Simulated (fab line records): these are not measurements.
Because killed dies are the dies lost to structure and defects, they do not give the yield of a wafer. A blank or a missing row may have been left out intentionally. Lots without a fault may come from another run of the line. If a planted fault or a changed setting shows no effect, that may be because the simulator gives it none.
The tool behind it: which one? -- flow sky130 -- 7 lots, 21 wafers sampled, at 2 steps of a route of 708

WHAT THE GAUGES SHOWED, per wafer
SKY_VIA3_THK_MEAS_23: measures by xrf.
lot,measured,on,VIA3_W_THK (nm)
L324,day 41 11:59,film-metro-01,394 395 402
L329,day 41 12:36,film-metro-01,395 398 402
L331,day 41 13:25,film-metro-03,390 391 394
L332,day 42 10:20,film-metro-01,393 405 401
L337,day 43 12:43,film-metro-04,393 401 393
L339,day 44 07:27,film-metro-03,395 391 390
L346,day 45 15:38,film-metro-01,401 402 404

EACH LOT AND THE TOOL THAT RAN IT (in order: tool; ch and the chambers of the sampled wafers; start)
lot,SKY_VIA3_CVD_21
L324,"cvd-w-01 ch 0,1, day 41 11:44"
L329,"cvd-w-01 ch 0,1, day 41 12:20"
L331,"cvd-w-01 ch 0,1, day 41 13:10"
L332,"cvd-w-01 ch 1, day 42 10:02"
L337,"cvd-w-01 ch 0, day 43 12:25"
L339,"cvd-w-01 ch 0, day 44 07:05"
L346,"cvd-w-01 ch 0,1, day 45 15:25"
- SKY_VIA3_CVD_21: deposits W, target thk 390 nm, time 117.31 s.

THE ANSWER, worked out from the rows above alone
Rule: what is usual is taken from the lots themselves. Put in order of their means at a reading, lots are off if they are a third of the lots or fewer, leave a main group of 4 or more, and stand apart from it by a gap of 3 or more times the standard deviation of the main group's means; of several such gaps the widest counts. A main group is skipped when, at the precision printed for the reading in the tables above, its means are all equal. A lot without any number at a reading at which 4 lots or more have one is off too. The other lots that the step has rows for count as sound.
Across all readings shown, no lot is off: no conclusion can be drawn from this.

WHAT THE SIMULATOR HAD PUT IN
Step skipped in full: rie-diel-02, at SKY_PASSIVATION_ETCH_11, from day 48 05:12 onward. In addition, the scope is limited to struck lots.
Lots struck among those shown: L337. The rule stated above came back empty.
